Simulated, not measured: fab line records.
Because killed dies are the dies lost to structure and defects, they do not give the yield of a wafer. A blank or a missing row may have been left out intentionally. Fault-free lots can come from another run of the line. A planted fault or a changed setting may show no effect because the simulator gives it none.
Matching of chambers :: flow gf180mcu :: 4 sister chambers for GF_V2_CMP_04 on cmp-01
The step polishes SiO2. 4 wafers are shown with their chamber, then 7 later ones without.

EACH WAFER AND ITS CHAMBER
wafer: L491.6
chamber: 2
edge_zone_pressure_frac: 1.001

wafer: L493.3
chamber: 0
edge_zone_pressure_frac: 1.000

wafer: L497.1
chamber: 3
edge_zone_pressure_frac: 1.007

wafer: L497.2
chamber: 1
edge_zone_pressure_frac: 0.994

WAFERS WITH NO CHAMBER GIVEN
wafer: L497.3
edge_zone_pressure_frac: 1.000

wafer: L503.3
edge_zone_pressure_frac: 0.990

wafer: L503.5
edge_zone_pressure_frac: 0.999

wafer: L503.6
edge_zone_pressure_frac: 1.006

wafer: L508.2
edge_zone_pressure_frac: 1.003

wafer: L508.3
edge_zone_pressure_frac: 1.005

wafer: L508.5
edge_zone_pressure_frac: 1.003

CHAMBER TAKEN BY EACH
wafer: L497.3
from the rows above: can't be placed: 0 or 2
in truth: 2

wafer: L503.3
from the rows above: 1
in truth: 1

wafer: L503.5
from the rows above: can't be placed: 0 or 2 or 1
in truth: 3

wafer: L503.6
from the rows above: can't be placed: 3 or 2
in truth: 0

wafer: L508.2
from the rows above: can't be placed: 2 or 0 or 3
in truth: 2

wafer: L508.3
from the rows above: can't be placed: 3 or 2 or 0
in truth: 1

wafer: L508.5
from the rows above: can't be placed: 2 or 0 or 3
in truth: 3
1 of 7 placed correctly. Unplaceable from these rows: 6, with the true chamber sitting among the candidates in 3. Number placed wrongly: 0.
How it was worked out, from the rows above alone: a wafer's distance from a chamber is the root of the sum, over the readings, of the square of ((its reading less the chamber's mean) divided by the reading's scatter). If the next closest chamber is less than 2 further off than the closest, the wafer can't be placed; otherwise it belongs to the closest. A chamber's mean is the mean of its shown wafers. The scatter (one wafer shown for each chamber): square how far every hidden wafer sits from the nearest shown wafer, average those squares and take the square root.
